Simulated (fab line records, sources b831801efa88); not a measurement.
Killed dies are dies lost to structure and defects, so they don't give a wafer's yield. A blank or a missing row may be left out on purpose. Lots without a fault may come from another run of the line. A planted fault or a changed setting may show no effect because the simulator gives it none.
A struck lot beside a sound one | flow sky130 | 20 steps out of a route of 708
Sound: wafers L506.1, L506.3, L506.4. Struck: wafers L508.3, L508.4, L508.5. The cause comes at the end.
At each step with rows: each side's tool, then ch and its chambers, then its first start. Under that, the readings that differ: sound wafers | struck wafers | difference of the means | sigmas: that difference in standard deviations of wafers without a fault.
alike: readings whose means differ by less than 2 such deviations, and words and numbers that are the same on both sides. not compared: withheld readings, readings that some wafer has no value for, bounds like >300 that may hide the same value, and numbers for which the record gives no deviation and whose values overlap.
The two part at a step that has a row with sigmas, a row that says differs or no value, or rows on one side only. Numbers that don't overlap but have no deviation are shown without sigmas and don't part them. A reading that every wafer of one side lacks parts them only if that side has two wafers or more.

SKY_POLY_GATE_CD_MEAS_22:
  sound on cd_sem-01, day 18 00:41; struck on cd_sem-01, day 18 10:20
  alike: cd_nm
then, 7 steps without rows for these wafers: SKY_LDD_N_DEHYDRATE_00 (time 60 s); SKY_LDD_N_HMDS_01 (prime time 60 s); SKY_LDD_N_COAT_02 (resist thk 300 nm); SKY_LDD_N_SOFTBAKE_03 (time 60 s); SKY_LDD_N_EXPOSE_04 (exposes mask NTM, target cd 840 nm); SKY_LDD_N_PEB_05; SKY_LDD_N_DEVELOP_06 (develop time 60 s).
SKY_LDD_N_OVL_MEAS_07:
  sound on overlay-01, day 19 07:42; struck on overlay-01, day 19 16:46
  alike: LDD_N_OVL
then, 3 steps without rows for these wafers: SKY_LDD_N_IMPLANT_08; SKY_LDD_N_IMPLANT_09; SKY_LDD_N_IMPLANT_10.
SKY_LDD_N_IMPLANT_11:
  sound on implanter-04 ch 0, day 19 08:11; struck on implanter-04 ch 0, day 19 17:17
  reading            | sound                       | struck                           | difference  | sigmas
  beam_on_s (s)      | 10.15 9.92 10.01            | 10.43 10.88 11.12                | +0.78       | +4
  dose_ions_cm2      | 7.504e+13 7.517e+13 7.5e+13 | 1.0621e+14 1.0629e+14 1.0617e+14 | +3.1153e+13 | +99 or more
  faraday_current_uA | 415 425 424                 | 571 550 540                      | +132        | +16
then, 4 steps without rows for these wafers: SKY_LDD_N_IMPLANT_12; SKY_LDD_N_IMPLANT_13; SKY_LDD_N_IMPLANT_14; SKY_LDD_N_IMPLANT_15.
SKY_LDD_N_STRIP_16: strips in O2/N2.
  sound on plasma_asher-04 ch 0,1, day 19 08:56; struck on plasma_asher-03 ch 0,1, day 19 18:01
  reading                      | sound             | struck            | difference | sigmas
  strip_time_to_endpoint_s (s) | 4.330 4.331 4.327 | 4.399 4.397 4.410 | +0.073     | +5
  alike: drypump_motor_current_A, oes_product_au
  not compared: rf_hours_counter_h
SKY_LDD_N_TW_MEAS_17:
  sound on film_metro-02, day 19 09:02; struck on film_metro-02, day 19 18:07
  alike: LDD_N_TW
-- the record jumps here: 27 days lie between the struck wafers' starts before and after (it left off in module LDD_N and takes up again in module PAD_OPEN, whose first step shown is number 708 of the route) --
SKY_PAD_OPEN_PROBE_99:
  sound on prober-01, day 46 21:32; struck on prober-01, day 47 02:50
  reading                     | sound             | struck            | difference | sigmas
  model.etest.tip_n.rs_ohm_sq | 443.7 450.9 445.7 | 418.5 417.2 417.3 | -29.1      |
  alike: killed_at_M0_to_M3, killed_at_M4_up, killed_at_contacts, killed_at_front_end, killed_at_other, killed_dies, killed_open, killed_short

WHERE THEY PART
First at SKY_LDD_N_IMPLANT_11; last, within this record, at SKY_LDD_N_STRIP_16. Later steps at which nothing parts them and some readings are alike: SKY_LDD_N_TW_MEAS_17, SKY_PAD_OPEN_PROBE_99.

WHY: what the simulator had put in
Process parameter drift: implanter-04, from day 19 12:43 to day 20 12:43, at SKY_LDD_N_IMPLANT_11. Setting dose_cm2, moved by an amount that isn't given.
